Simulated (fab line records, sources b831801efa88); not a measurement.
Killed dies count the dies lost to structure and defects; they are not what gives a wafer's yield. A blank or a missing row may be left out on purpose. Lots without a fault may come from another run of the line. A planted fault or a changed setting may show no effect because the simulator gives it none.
fab line records	flow sky130
record: lots: 7	wafers: 21	last-day: 50
route steps=708 shown LDD_P@263 LDD_HVN@267 LDD_HVP@278 PAD_OPEN@708
lots that met no fault: taken from a fault-free run of the same line
start-h: the number of hours between the record's first day and the start of the first shown wafer of the lot	wait-h: hours elapsed since this lot's preceding step	" repeats the value in the row above	L1.1+2: a row that stands for several wafers	- value missing, or start not given	* or withheld: withheld	< > ~ a bound
route shown NAME@n: NAME is a module with steps in the file, n the number in the route of the first one	usual: the fault-free wafers' mean and standard deviation	same: alike in all rows	chamber/n: place in a boat	sites: each site's reading	_std_site: their standard deviation	_edge_site: mean of outer sites minus mean of inner sites	radius-mm: how far each site lies from the wafer's centre	mask NAME#n: copy n	behind: the last tool/chamber to shape the wafer	hold: why the lot was held/for how many hours/how that ended	device: the transistor (n, p or np) that didn't switch	end of line: tests of these same wafers at the route's end	a step with no rows: only its recipe	killed: the dies lost at the first sort to structure and to defects; this is not the yield of the wafer	map: per-die view of a wafer (x killed, . not killed, _ where there is no die)
set.NAME: the setting that was run; set.NAME@STEP: the one run at that earlier step	model.NAME: the simulator's own value behind a step, which no gauge read
lots seen at some steps along the route; tables by step, rows by wafer
services: when a tool's chamber went out of use (start-h, in hours from the record's first day, below 0 if earlier), for how many hours, and the reason
== steps ==
step: SKY_LDD_P_OVL_MEAS_08
usual: LDD_P_OVL: 0.1/1.4
lot.wafer	tool	chamber	start-h	wait-h	LDD_P_OVL[nm]
L116.3	overlay-01	-	448.31	0.1	-0.4
L116.5	"	-	"	"	-0.4
L116.6	"	-	"	"	0.9
L118.1	overlay-02	-	458.45	0.1	0.8
L118.4	"	-	"	"	1.1
L118.6	"	-	"	"	0.5
L120.3	overlay-01	-	487.52	0.1	0.9
L120.4	"	-	"	"	2.5
L120.5	"	-	"	"	1.1
L121.1	overlay-01	-	495.92	0.1	-1.0
L121.2	"	-	"	"	-0.3
L121.3	"	-	"	"	-0.9
L128.1	overlay-01	-	562.67	0.1	0.0
L128.3	"	-	"	"	0.7
L128.6	"	-	"	"	-0.2
L132.3	overlay-02	-	586.52	0.1	2.3
L132.5	"	-	"	"	0.7
L132.6	"	-	"	"	1.2
L137.3	overlay-01	-	625.28	0.1	-1.0
L137.4	"	-	"	"	-2.0
L137.5	"	-	"	"	-1.5
step: SKY_LDD_P_IMPLANT_09
recipe: species: BF2	energy-kev: 25	dose-cm2: 1e+13	tilt-deg: withheld
step: SKY_LDD_P_STRIP_10
recipe: chemistry: O2/N2	power-w: 1400	pressure-mtorr: 1500	platen-temp-c: withheld	o2-flow-sccm: 3000	n2-flow-sccm: 300	overash-fraction: 0.5
usual: drypump-motor-current-A: 5.6/0.4	oes-product-au: 0.715/0.0038	strip-time-to-endpoint-s: 14.19/0.053
lot.wafer	tool	chamber	start-h	wait-h	drypump-motor-current-A	oes-product-au	rf-hours-counter-h	strip-time-to-endpoint-s
L116.3	plasma-asher-04	1	448.52	0.1	5.8	0.710	-	14.18
L116.5	"	0	"	"	5.6	0.710	-	14.15
L116.6	"	1	"	"	5.8	0.718	-	14.14
L118.1	plasma-asher-01	0	458.63	0.1	5.2	0.721	62	14.20
L118.4	"	1	"	"	5.9	0.717	-	14.19
L118.6	"	1	"	"	5.8	0.716	-	14.16
L120.3	plasma-asher-04	1	487.73	0.1	5.8	0.717	-	14.18
L120.4	"	0	"	"	5.6	0.711	-	14.16
L120.5	"	1	"	"	5.8	0.713	-	14.18
L121.1	plasma-asher-04	0	496.10	0.1	5.6	0.708	37	14.21
L121.2	"	1	"	"	5.8	0.718	37	14.26
L121.3	"	0	"	"	5.6	0.711	-	14.22
L128.1	plasma-asher-04	0	562.86	0.1	5.6	0.719	42	14.07
L128.3	"	1	"	"	5.8	0.715	-	14.05
L128.6	"	0	"	"	5.5	0.718	-	14.11
L132.3	plasma-asher-04	1	586.73	0.1	5.8	0.715	-	14.22
L132.5	"	1	"	"	5.8	0.717	-	14.19
L132.6	"	0	"	"	5.5	0.714	-	14.13
L137.3	plasma-asher-01	1	625.49	0.1	5.8	0.723	-	14.20
L137.4	"	0	"	"	5.2	0.723	-	14.18
L137.5	"	1	"	"	5.8	0.716	-	14.22
step: SKY_LDD_P_TW_MEAS_11
usual: LDD_P_TW: 634/3.5
lot.wafer	tool	chamber	start-h	wait-h	LDD_P_TW
L116.3	film-metro-01	-	448.60	0.1	634
L116.5	"	-	"	"	636
L116.6	"	-	"	"	634
L118.1	film-metro-03	-	458.73	0.1	632
L118.4	"	-	"	"	633
L118.6	"	-	"	"	633
L120.3	film-metro-01	-	487.81	0.1	634
L120.4	"	-	"	"	629
L120.5	"	-	"	"	631
L121.1	film-metro-03	-	496.20	0.1	639
L121.2	"	-	"	"	634
L121.3	"	-	"	"	639
L128.1	film-metro-01	-	562.96	0.1	632
L128.3	"	-	"	"	631
L128.6	"	-	"	"	631
L132.3	film-metro-03	-	586.81	0.1	637
L132.5	"	-	"	"	638
L132.6	"	-	"	"	636
L137.3	film-metro-03	-	625.58	0.1	634
L137.4	"	-	"	"	635
L137.5	"	-	"	"	632
step: SKY_LDD_HVN_DEHYDRATE_00
recipe: temp-c: 200	time-s: 60
step: SKY_LDD_HVN_HMDS_01
recipe: prime-time-s: 60	prime-temp-c: 120
step: SKY_LDD_HVN_COAT_02
recipe: resist: NOVOLAK	spin-rpm: 3000	resist-thk-nm: 300
step: SKY_LDD_HVN_SOFTBAKE_03
recipe: temp-c: 90	time-s: 60	resist: NOVOLAK
step: SKY_LDD_HVN_EXPOSE_04
recipe: mask-id: HVNTM	na: 0.6	source-shape: conventional	sigma-outer: 0.6	polarization: unpolarized	target-cd-nm: 700	dose-mj: 127
step: SKY_LDD_HVN_PEB_05
recipe: temp-c: withheld	time-s: *	resist: NOVOLAK
step: SKY_LDD_HVN_DEVELOP_06
recipe: resist: NOVOLAK	developer: TMAH	develop-time-s: 60	dev-temp-c: 23
step: SKY_LDD_HVN_OVL_MEAS_07
usual: LDD_HVN_OVL: -0.8/1.3
lot.wafer	tool	chamber	start-h	wait-h	LDD_HVN_OVL[nm]
L116.3	overlay-02	-	478.79	0.1	-1.7
L116.5	"	-	"	"	-2.1
L116.6	"	-	"	"	-2.8
L118.1	overlay-01	-	489.34	0.1	1.0
L118.4	"	-	"	"	-0.4
L118.6	"	-	"	"	2.8
L120.3	overlay-01	-	518.13	0.1	0.5
L120.4	"	-	"	"	-1.0
L120.5	"	-	"	"	0.4
L121.1	overlay-01	-	525.79	0.1	0.1
L121.2	"	-	"	"	-0.2
L121.3	"	-	"	"	-0.4
L128.1	overlay-02	-	591.76	0.1	-2.3
L128.3	"	-	"	"	-1.5
L128.6	"	-	"	"	-0.5
L132.3	overlay-01	-	615.45	0.1	-1.0
L132.5	"	-	"	"	0.1
L132.6	"	-	"	"	-2.1
L137.3	overlay-01	-	653.58	0.1	2.0
L137.4	"	-	"	"	2.6
L137.5	"	-	"	"	1.1
step: SKY_LDD_HVN_IMPLANT_08
recipe: species: P	energy-kev: 60	dose-cm2: 3e+13	tilt-deg: 40
usual: dose-ions-cm2: 3e+13/3.8e+10	faraday-current-uA: 169/3.4
same: implant-ion-amu: 31
lot.wafer	tool	chamber	start-h	wait-h	dose-ions-cm2	faraday-current-uA
L116.3	implanter-03	0	478.91	0.1	3e+13	167
L116.5	"	0	"	"	3.001e+13	168
L116.6	"	0	"	"	3e+13	169
L118.1	implanter-04	0	489.37	0.0	2.004e+13	116
L118.4	"	0	"	"	2.003e+13	114
L118.6	"	0	"	"	2.008e+13	114
L120.3	implanter-04	0	518.20	0.1	1.999e+13	117
L120.4	"	0	"	"	2.001e+13	112
L120.5	"	0	"	"	2.001e+13	114
L121.1	implanter-04	0	525.82	0.0	2.007e+13	113
L121.2	"	0	"	"	2.005e+13	116
L121.3	"	0	"	"	2.004e+13	107
L128.1	implanter-04	0	591.80	0.0	2.995e+13	170
L128.3	"	0	"	"	2.994e+13	170
L128.6	"	0	"	"	2.998e+13	173
L132.3	implanter-04	0	615.52	0.1	3e+13	169
L132.5	"	0	"	"	3.002e+13	170
L132.6	"	0	"	"	3.001e+13	168
L137.3	implanter-04	0	653.65	0.1	2.997e+13	175
L137.4	"	0	"	"	2.995e+13	173
L137.5	"	0	"	"	3e+13	170
step: SKY_LDD_HVN_STRIP_09
recipe: chemistry: O2/N2	power-w: 1400	pressure-mtorr: 1500	platen-temp-c: withheld	o2-flow-sccm: 3000	n2-flow-sccm: 300	overash-fraction: 0.5
usual: drypump-motor-current-A: 5.6/0.62	oes-product-au: 0.409/0.004	strip-time-to-endpoint-s: 4.142/0.018
lot.wafer	tool	chamber	start-h	wait-h	drypump-motor-current-A	oes-product-au	rf-hours-counter-h	strip-time-to-endpoint-s
L116.3	plasma-asher-04	0	479.15	0.2	5.5	0.415	-	4.126
L116.5	"	1	"	"	5.8	0.409	-	4.142
L116.6	"	0	"	"	5.5	0.409	-	4.109
L118.1	plasma-asher-04	0	489.52	0.1	5.6	0.411	37	4.160
L118.4	"	1	"	"	5.8	0.406	-	4.158
L118.6	"	0	"	"	5.6	0.407	-	4.170
L120.3	plasma-asher-03	0	518.33	0.1	6.3	0.409	-	4.115
L120.4	"	1	"	"	4.9	0.413	-	4.118
L120.5	"	1	"	"	4.9	0.401	-	4.129
L121.1	plasma-asher-02	0	525.97	0.1	6.4	0.409	84	4.110
L121.2	"	1	"	"	4.8	0.410	84	4.126
L121.3	"	0	"	"	6.4	0.411	-	4.111
L128.1	plasma-asher-03	1	591.95	0.1	4.9	0.413	16	4.151
L128.3	"	0	"	"	6.3	0.410	-	4.127
L128.6	"	1	"	"	4.9	0.411	-	4.151
L132.3	plasma-asher-02	0	615.66	0.1	6.4	0.409	-	4.142
L132.5	"	1	"	"	4.8	0.414	-	4.168
L132.6	"	0	"	"	6.4	0.406	-	4.170
L137.3	plasma-asher-04	0	653.78	0.1	5.5	0.407	-	4.166
L137.4	"	1	"	"	5.8	0.412	-	4.175
L137.5	"	0	"	"	5.6	0.404	-	4.167
step: SKY_LDD_HVN_TW_MEAS_10
usual: LDD_HVN_TW: 1432/7
lot.wafer	tool	chamber	start-h	wait-h	LDD_HVN_TW
L116.3	film-metro-01	-	479.23	0.1	1414
L116.5	"	-	"	"	1424
L116.6	"	-	"	"	1415
L118.1	film-metro-01	-	489.62	0.1	1253
L118.4	"	-	"	"	1252
L118.6	"	-	"	"	1248
L120.3	film-metro-01	-	518.42	0.1	1252
L120.4	"	-	"	"	1261
L120.5	"	-	"	"	1255
L121.1	film-metro-03	-	526.07	0.1	1259
L121.2	"	-	"	"	1264
L121.3	"	-	"	"	1270
L128.1	film-metro-01	-	592.05	0.1	1432
L128.3	"	-	"	"	1437
L128.6	"	-	"	"	1439
L132.3	film-metro-03	-	615.74	0.1	1449
L132.5	"	-	"	"	1451
L132.6	"	-	"	"	1437
L137.3	film-metro-04	-	653.87	0.1	1431
L137.4	"	-	"	"	1431
L137.5	"	-	"	"	1434
step: SKY_LDD_HVP_DEHYDRATE_00
recipe: temp-c: 200	time-s: 60
step: SKY_PAD_OPEN_PROBE_99
usual: killed_at_M0_to_M3: 43/6.8	killed_at_M4_up: 3.2/1.8	killed-at-contacts: 24/5.2	killed-at-front-end: 15/4.2	killed-at-other: 0.4/0.62	killed-dies: 85/8.7	killed-open: 46/6.7	killed-short: 39/5.9
same: gross-dies: 492	killed-at-back-side: 0
lot.wafer	tool	chamber	start-h	wait-h	killed_at_M0_to_M3	killed_at_M4_up	killed-at-contacts	killed-at-front-end	killed-at-other	killed-dies	killed-open	killed-short	model.etest.tip_n_5v.rs-ohm-sq	model.etest.nfet-g5v0d10v5.r-on-ohm-um	model.etest.tip_n_5v.rs-ohm-sq-range	model.etest.nfet-g5v0d10v5.drive-ua-um	model.etest.nfet_05v0_nvt.drive-ua-um	model.etest.nfet-g5v0d10v5.vt-sat-v	model.etest.nfet-g5v0d10v5.vt-v
L116.3	prober-01	-	1082.37	0.2	41	1	31	15	0	88	50	38	1387	1868	26.62	609.5	580	0.7689	0.8283
L116.5	prober-01	-	1082.47	0.2	46	3	17	21	0	87	48	39	1398	1871	41.84	615.5	584	0.7493	0.8098
L116.6	prober-01	-	1082.52	0.2	33	2	20	10	0	65	34	30	1384	1877	12.27	607.4	577.8	0.7734	0.8345
L118.1	prober-02	-	1091.49	0.1	46	9	16	20	1	92	45	47	1894	1992	78.45	568.5	558	0.8003	0.8455
L118.4	prober-02	-	1091.64	0.2	26	5	26	12	1	70	34	36	1886	1968	65.05	580	568	0.7972	0.8389
L118.6	prober-02	-	1091.74	0.2	52	7	26	18	0	103	48	55	1869	1971	48.4	583.2	569.8	0.8063	0.8536
L120.3	prober-01	-	1112.77	0.2	43	4	30	19	0	96	45	51	1988	1965	66.71	583.3	567.6	0.7951	0.8333
L120.4	prober-01	-	1112.82	0.2	47	4	27	15	0	93	56	37	1971	1995	44.92	579.3	561.3	0.8051	0.8453
L120.5	prober-01	-	1112.87	0.2	39	4	35	8	0	86	48	38	1955	1990	32.29	580.6	561.9	0.8024	0.8435
L121.1	prober-02	-	1115.97	0.1	34	7	22	15	0	78	42	36	1930	1984	49.31	578.2	556.6	0.7876	0.8321
L121.2	prober-02	-	1116.02	0.1	47	4	21	16	1	89	49	40	1951	1977	54.27	577.9	559.9	0.7983	0.8411
L121.3	prober-02	-	1116.07	0.2	45	2	24	15	0	86	47	39	1946	1996	68.47	576.9	554.5	0.7991	0.8442
L128.1	prober-02	-	1154.46	0.1	30	5	20	21	0	76	40	36	1366	1926	24.81	589.7	565.3	0.762	0.8242
L128.3	prober-02	-	1154.56	0.2	36	1	22	7	2	68	39	27	1372	1894	17.89	601.4	570.7	0.7606	0.8214
L128.6	prober-02	-	1154.71	0.2	39	3	23	19	1	85	46	38	1372	1917	27.43	599.3	570.5	0.7635	0.8245
L132.3	prober-02	-	1173.38	0.2	48	5	25	21	2	101	51	49	1377	1855	21.39	617.2	582.6	0.7582	0.8163
L132.5	prober-02	-	1173.48	0.2	46	4	23	15	2	90	46	42	1395	1856	40.72	618	584.4	0.749	0.8064
L132.6	prober-02	-	1173.53	0.2	42	2	29	17	0	90	50	40	1376	1845	10.26	619	583.7	0.7562	0.8142
L137.3	prober-01	-	1191.26	0.2	45	1	20	17	1	84	51	32	1405	1926	22.86	595.5	569.4	0.7842	0.8388
L137.4	prober-01	-	1191.31	0.2	48	5	18	10	0	81	47	34	1399	1926	26.84	595	563.1	0.7708	0.8271
L137.5	prober-01	-	1191.36	0.2	27	1	19	17	1	65	37	27	1403	1904	36.9	608	575.1	0.7618	0.8184
killed by level:class
L116.3 CONTACT:geometric-particle:open=16 VIA1:geometric-particle:open=7 METAL1:geometric-particle:short=6 METAL2:geometric-particle:short=6 VIA3:geometric-particle:open=6 POLY_GATE:geometric-particle:short=5 POLY_GATE:geometric-particle:open=5 VIA2:geometric-particle:open=5
L116.5 VIA3:geometric-particle:open=11 VIA2:geometric-particle:open=9 CONTACT:geometric-particle:open=9 FIELD_ISO:geometric-particle:short=7 VIA1:geometric-particle:short=7 VIA1:geometric-particle:open=6 POLY_GATE:geometric-particle:short=5 METAL1:geometric-particle:short=4
L116.6 VIA1:geometric-particle:open=8 METAL1:geometric-particle:short=6 FIELD_ISO:geometric-particle:open=5 CONTACT:geometric-particle:open=5 VIA3:geometric-particle:open=5 LI_CONTACT:geometric-particle:open=4 LOCAL_INTERCONNECT:geometric-particle:short=4 METAL2:geometric-particle:short=4
L118.1 VIA3:geometric-particle:open=8 VIA1:geometric-particle:short=7 CONTACT:geometric-particle:open=7 VIA1:geometric-particle:open=7 METAL4:geometric-particle:short=7 POLY_GATE:geometric-particle:open=6 METAL1:geometric-particle:short=6 FIELD_ISO:geometric-particle:open=5
L118.4 CONTACT:geometric-particle:short=9 CONTACT:geometric-particle:open=6 FIELD_ISO:geometric-particle:open=4 FIELD_ISO:geometric-particle:short=4 VIA1:geometric-particle:open=4 LI_CONTACT:geometric-particle:open=4 VIA2:geometric-particle:open=4 LI_CONTACT:geometric-particle:short=3
L118.6 METAL2:geometric-particle:short=11 CONTACT:geometric-particle:open=10 VIA1:geometric-particle:open=8 VIA2:geometric-particle:open=7 VIA3:geometric-particle:open=7 CONTACT:geometric-particle:short=6 VIA1:geometric-particle:short=6 METAL4:geometric-particle:short=6
L120.3 CONTACT:geometric-particle:open=10 METAL1:geometric-particle:short=9 VIA1:geometric-particle:open=8 VIA2:geometric-particle:open=8 POLY_GATE:geometric-particle:short=6 METAL2:geometric-particle:short=6 LI_CONTACT:geometric-particle:short=6 LI_CONTACT:geometric-particle:open=6
L120.4 VIA1:geometric-particle:open=13 LI_CONTACT:geometric-particle:open=8 VIA3:geometric-particle:open=8 CONTACT:geometric-particle:open=7 VIA2:geometric-particle:open=6 VIA1:geometric-particle:short=6 FIELD_ISO:geometric-particle:open=5 LI_CONTACT:geometric-particle:short=4
L120.5 CONTACT:geometric-particle:open=14 LI_CONTACT:geometric-particle:open=11 VIA1:geometric-particle:open=8 VIA2:geometric-particle:short=7 VIA1:geometric-particle:short=6 VIA3:geometric-particle:open=5 POLY_GATE:geometric-particle:short=4 CONTACT:geometric-particle:short=4
L121.1 LI_CONTACT:geometric-particle:open=7 VIA1:geometric-particle:open=7 CONTACT:geometric-particle:open=6 FIELD_ISO:geometric-particle:open=5 METAL1:geometric-particle:short=5 METAL2:geometric-particle:short=5 METAL2:geometric-particle:open=5 METAL4:geometric-particle:short=5
L121.2 VIA1:geometric-particle:open=12 LI_CONTACT:geometric-particle:open=10 VIA1:geometric-particle:short=8 METAL2:geometric-particle:short=6 VIA3:geometric-particle:short=6 POLY_GATE:geometric-particle:short=5 CONTACT:geometric-particle:open=5 POLY_GATE:geometric-particle:open=4
L121.3 CONTACT:geometric-particle:open=11 METAL1:geometric-particle:short=11 LI_CONTACT:geometric-particle:open=9 VIA3:geometric-particle:open=7 FIELD_ISO:geometric-particle:short=6 VIA1:geometric-particle:open=6 VIA3:geometric-particle:short=5 VIA2:geometric-particle:short=4
L128.1 VIA1:geometric-particle:short=8 FIELD_ISO:geometric-particle:open=7 LI_CONTACT:geometric-particle:open=7 CONTACT:geometric-particle:open=7 VIA1:geometric-particle:open=7 VIA2:geometric-particle:open=4 FIELD_ISO:geometric-particle:short=3 POLY_CUT:geometric-particle:short=3
L128.3 LI_CONTACT:geometric-particle:open=9 VIA1:geometric-particle:open=9 VIA2:geometric-particle:open=8 CONTACT:geometric-particle:open=6 CONTACT:geometric-particle:short=4 POLY_GATE:geometric-particle:short=3 VIA1:geometric-particle:short=3 METAL2:geometric-particle:short=3
L128.6 VIA1:geometric-particle:open=8 FIELD_ISO:geometric-particle:open=6 LI_CONTACT:geometric-particle:open=6 CONTACT:geometric-particle:open=6 VIA2:geometric-particle:open=6 LI_CONTACT:geometric-particle:short=5 METAL1:geometric-particle:open=5 VIA1:geometric-particle:short=5
L132.3 VIA1:geometric-particle:open=14 CONTACT:geometric-particle:open=9 VIA2:geometric-particle:open=8 METAL2:geometric-particle:short=6 FIELD_ISO:geometric-particle:open=5 CONTACT:geometric-particle:short=5 VIA1:geometric-particle:short=5 FIELD_ISO:geometric-particle:short=4
L132.5 CONTACT:geometric-particle:open=10 METAL2:geometric-particle:short=9 VIA1:geometric-particle:short=9 LI_CONTACT:geometric-particle:open=7 VIA1:geometric-particle:open=7 FIELD_ISO:geometric-particle:short=6 VIA2:geometric-particle:open=6 VIA3:geometric-particle:open=6
L132.6 CONTACT:geometric-particle:open=16 METAL2:geometric-particle:short=7 VIA1:geometric-particle:open=7 VIA2:geometric-particle:open=7 VIA1:geometric-particle:short=6 LI_CONTACT:geometric-particle:open=5 POLY_GATE:geometric-particle:open=4 LI_CONTACT:geometric-particle:short=4
L137.3 CONTACT:geometric-particle:open=12 VIA3:geometric-particle:open=10 VIA2:geometric-particle:open=7 VIA1:geometric-particle:open=7 FIELD_ISO:geometric-particle:short=5 FIELD_ISO:geometric-particle:open=4 LI_CONTACT:geometric-particle:open=4 VIA2:geometric-particle:short=4
L137.4 VIA3:geometric-particle:open=10 VIA1:geometric-particle:open=9 VIA2:geometric-particle:open=9 CONTACT:geometric-particle:open=8 LI_CONTACT:geometric-particle:open=6 FIELD_ISO:geometric-particle:short=5 METAL4:geometric-particle:short=5 VIA1:geometric-particle:short=4
L137.5 LI_CONTACT:geometric-particle:open=10 VIA2:geometric-particle:open=6 CONTACT:geometric-particle:short=4 VIA1:geometric-particle:open=4 VIA3:geometric-particle:open=4 FIELD_ISO:geometric-particle:short=3 POLY_GATE:geometric-particle:short=3 SPACER:geometric-particle:open=3
== services ==
tool	chamber	start-h	hours	kind
plasma-asher-03	0	430.28	-	clean
plasma-asher-03	1	430.28	-	clean
implanter-03	-	437.06	1.8	pm
implanter-03	-	449.85	2.4	repair
plasma-asher-03	-	489.02	14.6	pm
plasma-asher-04	-	509.19	14.6	pm
plasma-asher-04	-	555.10	6.4	repair
plasma-asher-04	-	555.39	1.1	repair
implanter-04	-	556.06	1.2	repair
implanter-04	-	579.88	5.6	repair
implanter-03	-	589.34	141.5	pm
plasma-asher-04	-	643.86	1.8	repair
implanter-04	-	646.51	3.5	pm
== key ==
first-sign: step: SKY_LDD_HVN_IMPLANT_08	reading: dose-ions-cm2	direction: down	sigmas: 99+	usual: *	struck: *
effect: step: SKY_LDD_HVN_IMPLANT_08	reading: faraday-current-uA	direction: down	sigmas: 16	usual: 169	struck: 114
effect: step: SKY_LDD_HVN_TW_MEAS_10	reading: LDD_HVN_TW	direction: down	sigmas: 25	usual: 1432	struck: 1257
model-effect: step: SKY_PAD_OPEN_PROBE_99	value: etest.tip_n_5v.rs-ohm-sq	without: 1414	struck: 1932
met-at SKY_LDD_HVN_IMPLANT_08
struck-wafers L118.1,L118.4,L118.6,L120.3,L120.4,L120.5,L121.1,L121.2,L121.3
tester-left-out L118,L120,L121
fault: kind: process-parameter-drift	tool: implanter-04	chamber: -	onset-h: 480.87	steps: SKY_LDD_HVN_IMPLANT_08	channel: dose-cm2	offset: *	shape: step	end-h: 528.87	acts-in: *	stated: *
tester-left-out: of these lots the tester's yield and bins aren't shown, on N5 and GAA mostly nor the transistor test; their killed dies are dies lost to structure and defects alone, not to doping, threshold or leakage, so they don't give the yield
